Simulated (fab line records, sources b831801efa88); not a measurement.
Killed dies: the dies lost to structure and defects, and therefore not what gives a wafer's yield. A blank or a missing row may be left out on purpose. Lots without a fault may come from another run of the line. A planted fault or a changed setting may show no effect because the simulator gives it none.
What tool caused it? + flow gf180mcu + 14 lots, 42 wafers sampled, at 3 steps of a route of 602

== WHAT THE GAUGES SHOWED, per wafer ==
GF_STI_BOW_MEAS_00.
| lot  | measured    | on            | INCOMING_BOW (um) |
|------|-------------|---------------|-------------------|
| L260 | day 1 20:00 | film metro-02 | -5 4 -5           |
| L261 | day 2 01:00 | film metro-01 | 1 -3 15           |
| L262 | day 2 06:00 | film metro-01 | 4 -4 -2           |
| L263 | day 2 11:02 | film metro-04 | 3 4 8             |
| L264 | day 2 16:00 | film metro-04 | 6 1 -2            |
| L265 | day 2 21:02 | film metro-02 | 0 -2 -3           |
| L269 | day 3 17:00 | film metro-02 | -1 -5 1           |
| L271 | day 4 03:00 | film metro-02 | -4 10 -5          |
| L272 | day 4 08:00 | film metro-01 | 8 1 7             |
| L273 | day 4 13:02 | film metro-02 | -1 -5 -4          |
| L276 | day 5 04:00 | film metro-02 | 1 4 -5            |
| L278 | day 5 14:00 | film metro-02 | -15 4 -7          |
| L280 | day 6 00:01 | film metro-02 | 5 1 -5            |
| L281 | day 6 05:00 | film metro-02 | 9 2 -16           |

GF_MVPSD_OVL_MEAS_07.
| lot  | measured     | on         | MVPSD_OVL (nm) |
|------|--------------|------------|----------------|
| L260 | day 5 11:51  | overlay-02 | 0.6 -0.6 -0.5  |
| L261 | day 5 16:31  | overlay-02 | -1.4 -0.2 -1.1 |
| L262 | day 6 02:16  | overlay-01 | -1.5 -1.9 -2.5 |
| L263 | day 6 07:49  | overlay-01 | 2.3 0.1 0.7    |
| L264 | day 6 12:07  | overlay-01 | -2.2 0.8 -1.8  |
| L265 | day 6 19:34  | overlay-02 | -0.7 -1.0 -1.6 |
| L269 | day 7 18:31  | overlay-01 | - - -          |
| L271 | day 8 02:55  | overlay-02 | - - -          |
| L272 | day 8 10:52  | overlay-02 | -2.0 0.2 -1.7  |
| L273 | day 8 16:43  | overlay-01 | -1.4 -3.4 -0.4 |
| L276 | day 9 13:19  | overlay-01 | -1.3 0.2 0.6   |
| L278 | day 10 01:30 | overlay-01 | -0.9 -1.0 -0.6 |
| L280 | day 10 11:12 | overlay-02 | 0.1 0.8 0.2    |
| L281 | day 10 22:21 | overlay-01 | -3.3 -2.4 -1.4 |

== WHAT TOOL EACH LOT RAN ON (gives the tool, then ch and the chambers of the sampled wafers, and finally the start) ==
| lot  | GF_MVPSD_DEVELOP_06               |
|------|-----------------------------------|
| L260 | litho track-04 ch 0, day 5 11:00  |
| L261 | litho track-02 ch 0, day 5 16:00  |
| L262 | litho track-02 ch 0, day 6 02:00  |
| L263 | litho track-02 ch 0, day 6 07:00  |
| L264 | litho track-02 ch 0, day 6 11:00  |
| L265 | litho track-02 ch 0, day 6 19:00  |
| L269 | litho track-02 ch 0, day 7 18:00  |
| L271 | litho track-02 ch 0, day 8 02:00  |
| L272 | litho track-01 ch 0, day 8 10:00  |
| L273 | litho track-01 ch 0, day 8 16:00  |
| L276 | litho track-01 ch 0, day 9 13:00  |
| L278 | litho track-04 ch 0, day 10 01:00 |
| L280 | litho track-04 ch 0, day 10 11:00 |
| L281 | litho track-04 ch 0, day 10 22:00 |
- GF_MVPSD_DEVELOP_06: develop time 60 s.

== WHAT THE TOOLS THEMSELVES READ (means of the sampled wafers that have a number; where no wafer has one, the mark that the record gives instead) ==
The record holds no such reading with a usual standard deviation.

== THE ANSWER, worked out from the rows above alone ==
Rule: what is usual is taken from the lots themselves. The widest of any qualifying gaps counts: lots, ordered by their means at a reading, are off when they make up no more than a third of the lots, leave a main group of 4 or more, and stand apart from it by 3 or more times the standard deviation of that group's means. If all means in a main group match to the digits the tables above print for the reading, that group is not used. Also off: a lot with no number at a reading for which 4 or more lots have one. Any other lot the step has rows for is counted as sound. After the gauges, taken in route order, come the tools' own readings; for these a lot's mean is taken, as printed above. At the first step where some lot is off, the reading lying furthest off is the one used; lots without a number count as furthest.
Off: L269, L271, seen at GF_MVPSD_OVL_MEAS_07 (MVPSD_OVL). Without a number there: L269, L271. The main group has a mean of -0.8 nm with a standard deviation of 0.94.
If a tool, at a process step before that reading, ran all the lots that are off and no sound lot after the first of them, it fits. Gauges at GF_MVPSD_OVL_MEAS_07: tried the same way as those tools. One fits: GF_MVPSD_DEVELOP_06 on litho track-02. Its last sound lot is L265 (day 6 19:00), its first lot that is off L269 (day 7 18:00): a fault that began between those two fits.

== WHAT THE SIMULATOR HAD PUT IN ==
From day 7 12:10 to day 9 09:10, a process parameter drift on litho track-02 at GF_MVPSD_DEVELOP_06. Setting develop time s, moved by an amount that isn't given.
Lots struck among those shown: L269, L271. This agrees with what the rule above found.
